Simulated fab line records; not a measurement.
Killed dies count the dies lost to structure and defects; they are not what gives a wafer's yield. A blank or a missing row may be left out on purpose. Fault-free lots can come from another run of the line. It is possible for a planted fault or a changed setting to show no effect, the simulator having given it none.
fab line records	flow sky130
record lots=13	wafers=39	last_day=50
route steps=708 shown FIELD_ISO@18 VIA3@574 PAD_OPEN@708
lots that met no fault: taken from a fault-free run of the same line
start_h: start of the lot's first displayed wafer, in hours after the record's first day	wait_h: hours elapsed since this lot's preceding step	" unchanged from the row above	L1.1+2: a row that stands for several wafers	- no value, or no start given	* or withheld: withheld	< > ~ a bound
route shown NAME@n: NAME is a module with steps in the file, n the number in the route of the first one	usual: the fault-free wafers' mean and standard deviation	same: alike in all rows	chamber/n: place in a boat	sites: readings site by site	_std_site: their standard deviation	_edge_site: mean of outer sites minus mean of inner sites	radius_mm: for every site, how far away it sits from the centre of the wafer	mask NAME#n: copy n	behind: the most recent tool/chamber to have shaped the wafer	hold: cause of the lot's hold/its duration in hours/its outcome	device: the transistor (n, p or np) that didn't switch	end of line: the same wafers' tests at the end of the route	where a step has no rows: the recipe by itself	killed: count of dies lost to structure and defects at first sort (not the wafer's yield)	map: shows each die of a wafer: x if killed, . if not, _ if none is there
set.NAME: the setting as run; set.NAME@STEP: as run at that earlier step	model.NAME: the simulator's own value behind a step, which no gauge read
one table for each step of the route and one row for each wafer, over a sample of lots
services: from which hour (start_h, from the record's first day; less than 0 if before it) a tool's chamber was out of use, for how many hours, and why
## steps
# step SKY_FIELD_ISO_ETCH_17
# recipe target_depth_a=3420	mask_material=Si3N4	chemistry=HBr/Cl2/O2	target=Si	taper_deg=5	icp_w=600	bias_w=150	pressure_mtorr=15	HBr_flow_sccm=150	Cl2_flow_sccm=40	O2_flow_sccm=6	time_s=97.7
# usual HBr_flow_sccm=150.0/0.46	O2_flow_sccm=5.998/0.018	drypump_motor_current_A=5.8/0.45	oes_product_au=0.991/0.012	throttle_valve_pct=25.663/0.011
lot.wafer	tool	chamber	start_h	wait_h	HBr_flow_sccm	O2_flow_sccm	drypump_motor_current_A	oes_product_au	rf_hours_counter_h	throttle_valve_pct
L949.3	rie_si-02	1	28.98	0.0	150.2	6.008	5.7	0.981	13	25.650
L949.4	"	3	"	"	150.3	5.972	6.0	0.979	128	25.659
L949.5	"	3	"	"	150.2	5.973	6.1	0.980	-	25.678
L950.4	rie_si-02	1	35.03	0.0	150.5	5.977	5.7	0.978	13	25.673
L950.5	"	3	"	"	150.4	5.990	6.0	0.981	-	25.659
L950.6	"	0	"	"	149.1	6.006	6.4	0.986	-	25.663
L952.3	rie_si-01	0	45.48	0.0	149.4	5.974	5.9	1.008	126	25.642
L952.5	"	3	"	"	149.6	5.974	5.8	0.996	-	25.660
L952.6	"	2	"	"	150.1	6.020	4.7	0.985	-	25.659
L953.1	rie_si-02	2	52.28	0.1	150.1	5.977	5.5	0.989	46	25.671
L953.4	"	3	"	"	150.2	5.991	6.0	0.983	129	25.664
L953.5	"	3	"	"	149.9	6.000	6.0	0.985	-	25.679
L956.1	rie_si-01	3	66.38	0.1	150.1	6.004	5.8	1.009	0	25.658
L956.2	"	2	"	"	149.9	6.001	4.8	0.991	12	25.647
L956.4	"	0	"	"	150.4	6.006	5.9	1.019	126	25.649
L957.1	rie_si-01	0	70.18	0.1	150.0	5.964	5.9	1.009	127	25.641
L957.3	"	2	"	"	150.0	6.006	4.7	0.993	12	25.656
L957.6	"	0	"	"	150.8	5.972	6.0	1.025	-	25.640
L958.2	rie_si-01	1	75.38	0.1	-	-	-	-	-	-
L958.4	"	0	"	"	-	-	-	-	-	-
L958.6	"	1	"	"	-	-	-	-	-	-
L959.1	rie_si-02	1	80.15	0.1	-	-	-	-	-	-
L959.5	"	0	"	"	-	-	-	-	-	-
L959.6	"	3	"	"	-	-	-	-	-	-
L960.1	rie_si-01	2	85.08	0.1	-	-	-	-	-	-
L960.5	"	1	"	"	-	-	-	-	-	-
L960.6	"	0	"	"	-	-	-	-	-	-
L961.1	rie_si-02	3	89.75	0.1	149.9	5.972	6.0	0.994	129	25.668
L961.2	"	1	"	"	150.3	6.025	5.7	0.997	14	25.664
L961.5	"	1	"	"	150.6	6.013	5.7	0.996	-	25.660
L968.1	rie_si-01	1	128.10	0.1	149.1	6.022	6.0	0.976	27	25.667
L968.2	"	0	"	"	150.2	5.983	5.9	1.000	127	25.657
L968.5	"	2	"	"	150.8	5.983	4.7	0.993	-	25.671
L970.2	rie_si-02	2	137.63	0.1	149.7	6.018	5.5	0.991	47	25.651
L970.3	"	0	"	"	150.5	5.991	6.4	0.985	45	25.677
L970.5	"	2	"	"	150.1	6.005	5.5	0.989	-	25.657
L972.1	rie_si-02	2	151.43	0.1	149.7	6.000	5.5	0.983	47	25.663
L972.5	"	2	"	"	149.7	6.029	5.5	0.980	-	25.682
L972.6	"	1	"	"	150.0	5.963	5.7	0.988	-	25.667
# step SKY_VIA3_THK_MEAS_01
# recipe reads=SiO2_of_VIA3_HDPCVD_00
# usual VIA3_HDPCVD_THK=1638/20
lot.wafer	tool	chamber	start_h	wait_h	VIA3_HDPCVD_THK[nm]
L949.3	film_metro-03	-	896.66	0.1	1652
L949.4	"	-	"	"	1656
L949.5	"	-	"	"	1643
L950.4	film_metro-02	-	913.93	0.1	1628
L950.5	"	-	"	"	1636
L950.6	"	-	"	"	1642
L952.3	film_metro-02	-	929.97	0.1	1647
L952.5	"	-	"	"	1633
L952.6	"	-	"	"	1610
L953.1	film_metro-03	-	930.71	0.1	1600
L953.4	"	-	"	"	1619
L953.5	"	-	"	"	1649
L956.1	film_metro-02	-	954.02	0.1	1645
L956.2	"	-	"	"	1630
L956.4	"	-	"	"	1625
L957.1	film_metro-03	-	974.83	0.1	1658
L957.3	"	-	"	"	1631
L957.6	"	-	"	"	1649
L961.1	film_metro-02	-	990.17	0.1	1625
L961.2	"	-	"	"	1665
L961.5	"	-	"	"	1648
L968.1	film_metro-02	-	1034.27	0.1	1615
L968.2	"	-	"	"	1663
L968.5	"	-	"	"	1624
L970.2	film_metro-03	-	1044.17	0.1	1657
L970.3	"	-	"	"	1639
L970.5	"	-	"	"	1678
L972.1	film_metro-01	-	1060.61	0.1	1670
L972.5	"	-	"	"	1667
L972.6	"	-	"	"	1627
# step SKY_VIA3_STRIP_16
# recipe chemistry=O2/N2	power_w=1400	pressure_mtorr=1500	platen_temp_c=withheld	o2_flow_sccm=3000	n2_flow_sccm=300	overash_fraction=0.5
# usual drypump_motor_current_A=5.5/0.55	oes_product_au=0.401/0.0048	strip_time_to_endpoint_s=4.12/0.036
lot.wafer	tool	chamber	start_h	wait_h	drypump_motor_current_A	oes_product_au	rf_hours_counter_h	strip_time_to_endpoint_s
L949.3	plasma_asher-01	1	922.56	0.1	5.0	0.391	-	4.11
L949.4	"	0	"	"	5.4	0.404	-	4.14
L949.5	"	1	"	"	5.0	0.393	-	4.11
L950.4	plasma_asher-01	0	939.26	0.1	5.4	0.402	-	4.16
L950.5	"	1	"	"	5.0	0.402	-	4.14
L950.6	"	0	"	"	5.4	0.398	-	4.08
L952.3	plasma_asher-01	0	955.60	0.1	5.4	0.401	-	4.09
L952.5	"	0	"	"	5.4	0.403	-	4.15
L952.6	"	1	"	"	5.0	0.399	-	4.13
L953.1	plasma_asher-02	0	956.44	0.0	5.5	0.399	22	4.16
L953.4	"	1	"	"	6.6	0.406	-	4.18
L953.5	"	1	"	"	6.7	0.403	-	4.13
L956.1	plasma_asher-02	1	978.14	0.0	6.7	0.404	24	4.12
L956.2	"	0	"	"	5.5	0.410	24	4.11
L956.4	"	0	"	"	5.5	0.395	-	4.13
L957.1	plasma_asher-03	0	999.09	0.0	5.1	0.405	53	4.14
L957.3	"	0	"	"	5.1	0.399	-	4.11
L957.6	"	1	"	"	5.5	0.401	-	4.13
L961.1	plasma_asher-02	0	1013.82	0.0	5.5	0.396	28	4.06
L961.2	"	1	"	"	6.7	0.395	28	4.12
L961.5	"	0	"	"	5.5	0.411	-	4.15
L968.1	plasma_asher-02	1	1056.59	0.0	6.7	0.406	32	4.14
L968.2	"	0	"	"	5.5	0.402	32	4.09
L968.5	"	0	"	"	5.5	0.402	-	4.18
L970.2	plasma_asher-02	1	1065.43	0.0	6.6	0.405	33	4.16
L970.3	"	1	"	"	6.6	0.396	-	4.13
L970.5	"	0	"	"	5.5	0.403	-	4.11
L972.1	plasma_asher-03	0	1082.14	0.0	5.1	0.398	62	4.10
L972.5	"	0	"	"	5.1	0.407	-	4.16
L972.6	"	1	"	"	5.5	0.405	-	4.19
# step SKY_VIA3_CMP_24
# recipe stop_on=SiO2	t_overpolish_s=20	down_force_psi=3.5	platen_rpm=60	target_thk_nm=0	pad_velocity_m_s=0.94248
# usual motor_current_A=11.6/1.1	overpolish_run_s=20.000/0.0093	slurry_filter_dp_kPa=13.50/0.13	time_to_endpoint_s=96/4.8
lot.wafer	tool	chamber	start_h	wait_h	motor_current_A	overpolish_run_s	slurry_filter_dp_kPa	time_to_endpoint_s
L949.3	cmp-02	1	923.61	0.1	12.1	20.029	13.44	96
L949.4	"	2	"	"	10.5	19.994	13.31	106
L949.5	"	0	"	"	12.7	20.008	13.47	99
L950.4	cmp-01	2	940.21	0.0	12.9	19.993	13.61	99
L950.6	"	2	"	"	12.9	20.002	13.51	100
L950.5	"	3	"	"	13.4	20.020	13.47	96
L952.3	cmp-02	1	956.71	0.2	12.1	20.011	13.33	95
L952.5	"	2	"	"	10.3	19.998	13.44	101
L952.6	"	3	"	"	11.9	20.002	13.41	93
L953.1	cmp-01	1	957.42	0.1	11.3	20.002	13.41	86
L953.4	"	2	"	"	13.0	19.996	13.42	97
L953.5	"	1	"	"	11.8	20.008	13.53	83
L956.4	cmp-02	3	979.51	0.3	11.6	19.998	13.23	98
L956.1	"	0	"	"	12.6	20.023	13.84	99
L956.2	"	1	"	"	11.4	19.988	13.60	98
L957.1	cmp-01	0	1000.08	0.1	9.5	20.008	13.64	103
L957.3	"	1	"	"	11.9	20.015	13.35	88
L957.6	"	1	"	"	11.7	20.007	13.31	85
L961.2	cmp-02	0	1014.88	0.1	12.5	19.990	13.57	91
L961.1	"	1	"	"	10.8	19.988	13.53	91
L961.5	"	2	"	"	10.4	19.999	13.51	95
L968.2	cmp-01	0	1057.60	0.1	10.0	20.009	13.33	100
L968.1	"	1	"	"	11.2	19.988	13.37	90
L968.5	"	0	"	"	9.6	20.008	13.39	101
L970.3	cmp-02	3	1066.44	0.1	12.4	19.989	13.59	94
L970.2	"	1	"	"	11.5	19.994	13.38	98
L970.5	"	3	"	"	11.4	20.003	13.64	97
L972.1	cmp-02	0	1083.12	0.1	12.5	19.995	13.47	89
L972.5	"	0	"	"	11.8	20.003	13.35	87
L972.6	"	1	"	"	11.3	19.991	13.38	91
# step SKY_PAD_OPEN_PROBE_99
# usual killed_at_M0_to_M3=44/7.9	killed_at_M4_up=3.1/2	killed_at_contacts=23/4.9	killed_at_front_end=15/3.9	killed_at_other=0.2/0.49	killed_dies=86/10	killed_on_rim=17/3.9	killed_open=47/7.1	killed_short=39/7.1
# same gross_dies=492	killed_at_back_side=0
lot.wafer	tool	chamber	start_h	wait_h	killed_at_M0_to_M3	killed_at_M4_up	killed_at_contacts	killed_at_front_end	killed_at_other	killed_dies	killed_on_rim	killed_open	killed_short
L958.2	prober-01	-	1133.87	0.1	38	4	25	425	0	492	96	54	26
L958.4	prober-01	-	1133.97	0.2	56	1	19	416	0	492	96	41	42
L958.6	prober-01	-	1134.07	0.2	52	5	23	412	0	492	96	46	43
L959.1	prober-02	-	1142.61	0.1	70	5	17	400	0	492	96	63	45
L959.5	prober-02	-	1142.81	0.2	50	3	22	417	0	492	96	36	52
L959.6	prober-02	-	1142.86	0.2	48	1	23	419	1	492	96	46	43
L960.1	prober-01	-	1142.82	0.1	45	3	24	419	1	492	96	46	37
L960.5	prober-01	-	1143.02	0.2	44	5	24	419	0	492	96	44	44
L960.6	prober-01	-	1143.07	0.2	39	0	23	430	0	492	96	52	26
# killed by level:class
L958.2 FIELD_ISO:area_etch=412 CONTACT:geometric_particle:open=15 VIA1:geometric_particle:open=9 VIA2:geometric_particle:open=8 POLY_GATE:geometric_particle:open=7 VIA3:geometric_particle:open=7 LI_CONTACT:geometric_particle:open=4 METAL2:geometric_particle:short=4
L958.4 FIELD_ISO:area_etch=409 VIA1:geometric_particle:open=10 VIA3:geometric_particle:open=9 VIA1:geometric_particle:short=8 CONTACT:geometric_particle:open=7 METAL1:geometric_particle:short=6 METAL2:geometric_particle:short=6 LI_CONTACT:geometric_particle:open=4
L958.6 FIELD_ISO:area_etch=402 VIA1:geometric_particle:open=17 VIA3:geometric_particle:open=8 METAL2:geometric_particle:short=7 LI_CONTACT:geometric_particle:open=7 CONTACT:geometric_particle:short=7 VIA1:geometric_particle:short=6 METAL4:geometric_particle:short=5
L959.1 FIELD_ISO:area_etch=384 VIA1:geometric_particle:open=17 VIA2:geometric_particle:open=14 VIA1:geometric_particle:short=10 VIA3:geometric_particle:open=8 METAL2:geometric_particle:short=8 CONTACT:geometric_particle:open=7 POLY_GATE:geometric_particle:open=6
L959.5 FIELD_ISO:area_etch=404 VIA1:geometric_particle:open=7 METAL1:geometric_particle:short=7 METAL2:geometric_particle:short=7 LI_CONTACT:geometric_particle:open=6 CONTACT:geometric_particle:open=6 POLY_GATE:geometric_particle:short=5 VIA1:geometric_particle:short=5
L960.1 FIELD_ISO:area_etch=408 CONTACT:geometric_particle:open=10 VIA1:geometric_particle:open=10 VIA3:geometric_particle:open=10 LI_CONTACT:geometric_particle:open=6 METAL1:geometric_particle:short=6 CONTACT:geometric_particle:short=5 VIA1:geometric_particle:short=5
L959.6 FIELD_ISO:area_etch=403 VIA1:geometric_particle:open=11 CONTACT:geometric_particle:open=10 METAL1:geometric_particle:short=6 VIA2:geometric_particle:open=6 VIA1:geometric_particle:short=6 METAL2:geometric_particle:short=5 VIA2:geometric_particle:short=5
L960.5 FIELD_ISO:area_etch=403 VIA1:geometric_particle:open=12 CONTACT:geometric_particle:short=8 VIA1:geometric_particle:short=8 FIELD_ISO:geometric_particle:short=7 CONTACT:geometric_particle:open=7 FIELD_ISO:geometric_particle:open=6 VIA3:geometric_particle:short=5
L960.6 FIELD_ISO:area_etch=414 VIA3:geometric_particle:open=10 VIA1:geometric_particle:open=9 CONTACT:geometric_particle:open=8 FIELD_ISO:geometric_particle:open=7 CONTACT:geometric_particle:short=5 LI_CONTACT:geometric_particle:open=4 METAL1:geometric_particle:short=4
## services
tool	chamber	start_h	hours	kind
cmp-02	-	60.87	6.9	pm
cmp-02	-	71.89	4.0	pm
cmp-02	-	90.89	1.5	repair
rie_si-01	-	130.69	15.6	pm
cmp-02	-	139.57	1.6	repair
rie_si-02	1	159.94	7.2	repair
rie_si-01	3	191.52	4.1	repair
rie_si-01	3	201.19	5.7	repair
cmp-02	-	254.84	0.5	repair
cmp-02	-	286.03	3.4	repair
rie_si-01	3	305.08	1.9	repair
cmp-02	-	334.44	1.6	repair
cmp-02	-	336.79	10.4	pm
rie_si-02	0	377.24	15.6	repair
cmp-02	-	379.76	5.1	pm
rie_si-02	-	407.87	2.8	pm
rie_si-02	-	423.06	1.2	repair
rie_si-02	2	484.11	5.1	repair
rie_si-02	3	530.17	5.5	repair
rie_si-02	2	679.74	3.3	repair
rie_si-02	-	718.73	0.4	repair
rie_si-02	1	862.77	10.5	repair
rie_si-02	-	884.22	0.5	repair
rie_si-02	1	1006.69	12.6	repair
## key
first_sign step=SKY_FIELD_ISO_ETCH_17	reading=tool_record	direction=missing
effect step=SKY_PAD_OPEN_PROBE_99	reading=killed_at_front_end	direction=up	sigmas=99+	usual=15	struck=417
more_kills_born_at SKY_FIELD_ISO_ETCH_17@rie_si-01=2448	SKY_FIELD_ISO_ETCH_17@rie_si-02=1191
met_at SKY_FIELD_ISO_ETCH_17
struck_lots L958,L959,L960
later_rows_left_out L958.2,L958.4,L958.6,L959.1,L959.5,L959.6,L960.1,L960.5,L960.6
tester_left_out L958,L959,L960
not_acting_at SKY_VIA3_THK_MEAS_01,SKY_VIA3_STRIP_16,SKY_VIA3_CMP_24
onset_between 70.18 75.38
fault kind=skipped_step_whole	tool=rie_si-01,rie_si-02	chamber=-	onset_h=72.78	steps=SKY_FIELD_ISO_ETCH_17	scope=struck_lots_only
# tester_left_out: of these lots the tester's yield and bins aren't shown, on N5 and GAA mostly nor the transistor test; their killed dies are dies lost to structure and defects alone, not to doping, threshold or leakage, so they don't give the yield
# later_rows_left_out: the simulator's readings of these wafers behind a module that went badly wrong aren't trusted and aren't shown, but for the sort
